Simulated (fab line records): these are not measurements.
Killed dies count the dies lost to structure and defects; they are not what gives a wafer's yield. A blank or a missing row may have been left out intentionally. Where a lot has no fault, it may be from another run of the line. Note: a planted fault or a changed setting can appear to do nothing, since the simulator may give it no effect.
What tool caused it? -- flow sky130 -- 11 lots, 33 wafers sampled, at 6 steps of a route of 708

## WHAT EACH GAUGE READ, for each wafer
SKY_LDD_N_TW_MEAS_17. Usual: for LDD_N_TW the level is 2587 and the standard deviation is 17.
lot,measured,on,LDD_N_TW,flag
L857,day 17 21:47,film_metro-03,2566 2566 2561,
L862,day 19 06:27,film_metro-02,2574 2597 2594,
L861,day 19 09:12,film_metro-03,2574 2583 2578,
L863,day 20 03:29,film_metro-03,2537 2533 2534,OFF
L867,day 21 12:16,film_metro-04,2517 2523 2518,OFF
L874,day 24 01:17,film_metro-02,2629 2610 2597,
L876,day 24 19:08,film_metro-03,2565 2578 2574,
L877,day 25 03:58,film_metro-02,2592 2598 2606,
L878,day 25 11:58,film_metro-03,2569 2570 2571,
L879,day 25 14:37,film_metro-02,2590 2588 2590,
L880,day 25 19:17,film_metro-04,2578 2599 2608,

SKY_LI_CONTACT_THK_MEAS_23: measures by xrf. Usual: for LI_CONTACT_W_THK the level is 410 nm and the standard deviation is 5.5.
lot,measured,on,LI_CONTACT_W_THK (nm),flag
L857,day 29 06:28,film_metro-03,413 412 417,
L862,day 30 12:39,film_metro-02,416 419 426,
L861,day 30 16:33,film_metro-01,404 410 408,
L863,day 31 10:54,film_metro-02,406 408 410,
L867,day 32 13:04,film_metro-02,409 408 412,
L874,day 34 21:51,film_metro-02,417 416 411,
L876,day 35 10:08,film_metro-03,405 407 405,
L877,day 35 17:07,film_metro-01,404 421 408,
L878,day 36 01:59,film_metro-03,412 413 411,
L879,day 36 04:19,film_metro-01,409 412 406,
L880,day 36 08:13,film_metro-01,403 412 414,

SKY_VIA1_BOW_MEAS_03. Usual: for VIA1_BOW the level is 78 um and the standard deviation is 7.
lot,measured,on,VIA1_BOW (um),flag
L857,day 32 21:10,film_metro-01,90 68 82,
L862,day 34 01:59,film_metro-02,72 88 72,
L861,day 34 05:27,film_metro-03,65 78 76,
L863,day 35 00:11,film_metro-02,82 80 77,
L867,day 36 01:01,film_metro-02,85 79 78,
L874,day 38 07:19,film_metro-01,74 87 72,
L876,day 38 21:08,film_metro-03,87 85 83,
L877,day 39 04:05,film_metro-01,83 84 85,
L878,day 39 12:26,film_metro-02,72 82 83,
L879,day 39 15:05,film_metro-01,71 72 82,
L880,day 39 17:49,film_metro-02,89 93 79,

## WHAT TOOL EACH LOT RAN ON (gives the tool, then ch and the chambers of the sampled wafers, and finally the start)
lot,SKY_LDD_N_IMPLANT_10,SKY_LDD_N_STRIP_16,SKY_RES_XHIGH_STRIP_08
L857,"implanter-01 ch 0, day 17 20:48","plasma_asher-01 ch 0,1, day 17 21:40","plasma_asher-04 ch 0,1, day 26 18:56"
L862,"implanter-01 ch 0, day 19 05:28","plasma_asher-01 ch 0, day 19 06:20","plasma_asher-02 ch 0,1, day 28 01:26"
L861,"implanter-01 ch 0, day 19 08:14","plasma_asher-03 ch 0,1, day 19 09:07","plasma_asher-02 ch 0,1, day 28 05:43"
L863,"implanter-01 ch 0, day 20 02:31","plasma_asher-03 ch 0,1, day 20 03:23","plasma_asher-02 ch 0,1, day 29 00:59"
L867,"implanter-01 ch 0, day 21 11:16","plasma_asher-03 ch 0, day 21 12:10","plasma_asher-02 ch 0,1, day 30 04:08"
L874,"implanter-02 ch 0, day 24 00:18","plasma_asher-03 ch 0,1, day 24 01:10","plasma_asher-02 ch 0,1, day 32 14:35"
L876,"implanter-03 ch 0, day 24 18:08","plasma_asher-04 ch 0,1, day 24 19:02","plasma_asher-04 ch 0,1, day 33 03:17"
L877,"implanter-03 ch 0, day 25 02:58","plasma_asher-04 ch 0,1, day 25 03:52","plasma_asher-04 ch 0,1, day 33 09:29"
L878,"implanter-02 ch 0, day 25 10:58","plasma_asher-04 ch 0,1, day 25 11:52","plasma_asher-04 ch 0,1, day 33 18:47"
L879,"implanter-01 ch 0, day 25 13:37","plasma_asher-01 ch 0,1, day 25 14:31","plasma_asher-02 ch 0,1, day 33 21:05"
L880,"implanter-03 ch 0, day 25 18:19","plasma_asher-01 ch 0,1, day 25 19:11","plasma_asher-01 ch 0,1, day 34 01:47"
- SKY_LDD_N_IMPLANT_10
- SKY_LDD_N_STRIP_16: strips in O2/N2.
- SKY_RES_XHIGH_STRIP_08: strips in O2/N2.

## AS READ BY THE TOOLS THEMSELVES (means over the sampled wafers that have a number; for cases with no such wafer, the mark the record gives instead)
SKY_LDD_N_IMPLANT_10. Usual: dose_ions_cm2 7.501e+13, standard deviation 8e+10; faraday_current_uA 421, standard deviation 8.5; rotation_deg 203.00 degrees, standard deviation 0.039.
lot,tool,dose_ions_cm2,faraday_current_uA,rotation_deg (degrees),flag
L857,implanter-01,7.500e+13,419,202.96,
L862,implanter-01,7.492e+13,420,202.99,
L861,implanter-01,7.508e+13,419,203.00,
L863,implanter-01,4.500e+13,250,203.03,OFF
L867,implanter-01,4.495e+13,252,203.07,OFF
L874,implanter-02,7.508e+13,423,203.02,
L876,implanter-03,7.505e+13,418,203.01,
L877,implanter-03,7.508e+13,430,202.96,
L878,implanter-02,7.505e+13,417,203.02,
L879,implanter-01,7.503e+13,422,202.99,
L880,implanter-03,7.499e+13,424,202.97,

SKY_LDD_N_STRIP_16. Usual: drypump_motor_current_A 5.9 A, standard deviation 0.46; oes_product_au 0.406 a.u., standard deviation 0.0046; strip_time_to_endpoint_s 4.320 s, standard deviation 0.016.
lot,tool,drypump_motor_current_A (A),oes_product_au (a.u.),strip_time_to_endpoint_s (s),flag
L857,plasma_asher-01,5.4,0.405,4.315,
L862,plasma_asher-01,5.3,0.406,4.301,
L861,plasma_asher-03,6.3,0.404,4.326,
L863,plasma_asher-03,5.9,0.411,4.263,OFF
L867,plasma_asher-03,6.6,0.409,4.223,OFF
L874,plasma_asher-03,5.9,0.401,4.310,
L876,plasma_asher-04,6.1,0.410,4.309,
L877,plasma_asher-04,6.0,0.407,4.320,
L878,plasma_asher-04,6.0,0.405,4.321,
L879,plasma_asher-01,5.4,0.408,4.316,
L880,plasma_asher-01,5.4,0.404,4.314,

SKY_RES_XHIGH_STRIP_08. Usual: drypump_motor_current_A 5.7 A, standard deviation 0.33; oes_product_au 0.711 a.u., standard deviation 0.0049; strip_time_to_endpoint_s 14.27 s, standard deviation 0.044.
lot,tool,drypump_motor_current_A (A),oes_product_au (a.u.),strip_time_to_endpoint_s (s),flag
L857,plasma_asher-04,6.0,0.715,14.24,
L862,plasma_asher-02,5.6,0.711,14.28,
L861,plasma_asher-02,5.4,0.717,14.24,
L863,plasma_asher-02,5.6,0.715,14.22,
L867,plasma_asher-02,5.4,0.708,14.22,
L874,plasma_asher-02,5.6,0.711,14.29,
L876,plasma_asher-04,6.0,0.717,14.33,
L877,plasma_asher-04,6.1,0.711,14.31,
L878,plasma_asher-04,6.0,0.710,14.26,
L879,plasma_asher-02,5.6,0.709,14.36,
L880,plasma_asher-01,5.5,0.713,14.26,

## THE ANSWER, worked out from the rows above alone
Rule: a lot counts as off when the mean over its wafers that have a number is more than 3 standard deviations away from the usual mean. A lot without any number at a reading at which 4 lots or more have one is off too. The other lots that the step has rows for count as sound. Order of review: gauges by route order, followed by the tools' own readings, for which a lot's mean as printed above is used. The first step at which some lot is off is used, and at that step the reading that is off furthest; a lot without a number counts as furthest.
Off: L863, L867, at SKY_LDD_N_TW_MEAS_17 (LDD_N_TW).
A tool fits if, at a process step before that reading, it ran every lot that is off, and no sound lot after the first of them. Not tried: the gauges at SKY_LDD_N_TW_MEAS_17; whatever is off there is also off at SKY_LDD_N_IMPLANT_10, on other tools, and gauge error can't account for it. Not one of the candidates tried fits.

## WHAT HAD BEEN PUT IN BY THE SIMULATOR
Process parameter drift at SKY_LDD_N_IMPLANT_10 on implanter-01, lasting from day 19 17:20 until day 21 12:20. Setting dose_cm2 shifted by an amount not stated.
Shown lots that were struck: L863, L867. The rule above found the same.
